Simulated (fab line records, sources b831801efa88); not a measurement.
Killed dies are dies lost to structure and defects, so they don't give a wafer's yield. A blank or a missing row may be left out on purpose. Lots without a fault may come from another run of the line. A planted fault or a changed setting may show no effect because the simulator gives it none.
Which tool did it? | flow sky130 | 13 lots, 39 wafers sampled, at 2 steps of a route of 708

WHAT THE GAUGES READ, wafer by wafer
SKY_NWELL_THK_MEAS_02.
lot  | measured    | on            | NWELL_OXIDATION_THK (nm)
L739 | day 2 23:16 | film_metro-03 | 10.12 10.12 10.18
L740 | day 3 05:47 | film_metro-04 | 10.19 9.97 10.12
L741 | day 3 10:31 | film_metro-04 | 10.19 10.40 10.20
L742 | day 3 15:54 | film_metro-04 | 10.33 10.12 10.17
L743 | day 3 22:41 | film_metro-04 | 9.82 9.73 9.92
L744 | day 4 05:31 | film_metro-02 | 9.91 9.79 9.72
L745 | day 4 08:25 | film_metro-04 | 9.79 9.89 9.97
L751 | day 5 12:15 | film_metro-02 | 10.08 10.11 9.96
L753 | day 6 03:05 | film_metro-02 | 9.89 10.22 10.11
L757 | day 6 20:46 | film_metro-02 | 9.74 9.83 9.88
L758 | day 7 03:46 | film_metro-04 | 9.89 9.93 9.65
L759 | day 7 13:47 | film_metro-03 | 9.84 9.87 9.95
L760 | day 7 19:24 | film_metro-02 | 9.88 9.83 9.93

SKY_VT_ADJUST_LVTN_OVL_MEAS_07.
lot  | measured     | on         | VT_ADJUST_LVTN_OVL (nm)
L739 | day 7 08:17  | overlay-01 | 1.3 1.3 0.7
L740 | day 7 16:10  | overlay-02 | 0.7 0.4 1.9
L741 | day 7 19:58  | overlay-01 | 0.0 -1.9 0.3
L742 | day 8 06:47  | overlay-01 | -1.0 0.6 -0.7
L743 | day 8 15:19  | overlay-01 | -0.1 0.9 0.5
L744 | day 8 22:56  | overlay-01 | -1.0 0.1 0.6
L745 | day 9 04:11  | overlay-02 | 1.5 0.8 1.3
L751 | day 10 14:42 | overlay-01 | -1.2 -2.6 -0.9
L753 | day 11 11:17 | overlay-01 | 2.8 1.2 1.6
L757 | day 12 06:27 | overlay-01 | -0.3 -2.1 -0.1
L758 | day 12 17:01 | overlay-01 | -0.9 -0.9 -1.7
L759 | day 13 05:17 | overlay-01 | 3.1 4.0 2.9
L760 | day 13 13:22 | overlay-01 | 0.0 1.1 0.8

WHICH TOOL RAN EACH LOT (tool, then ch and the chambers of the sampled wafers, then the start)
The record holds no process step before these readings.

WHAT THE TOOLS THEMSELVES READ (means of the sampled wafers that have a number; where no wafer has one, the mark that the record gives instead)
The record holds no such reading with a usual standard deviation.

THE ANSWER, worked out from the rows above alone
Rule: what is usual is taken from the lots themselves. Put in order of their means at a reading, lots are off if they are a third of the lots or fewer, leave a main group of 4 or more, and stand apart from it by a gap of 3 or more times the standard deviation of the main group's means; of several such gaps the widest counts. A main group whose means are all the same, to the digits that the tables above print for the reading, isn't used. A lot without any number at a reading at which 4 lots or more have one is off too. The other lots that the step has rows for count as sound. The gauges are gone through in route order, then the tools' own readings, and for those a lot's mean is taken as printed above. The first step at which some lot is off is used, and at that step the reading that is off furthest; a lot without a number counts as furthest.
No lot is off at any reading shown: from this, nothing can be told.

WHAT THE SIMULATOR HAD PUT IN
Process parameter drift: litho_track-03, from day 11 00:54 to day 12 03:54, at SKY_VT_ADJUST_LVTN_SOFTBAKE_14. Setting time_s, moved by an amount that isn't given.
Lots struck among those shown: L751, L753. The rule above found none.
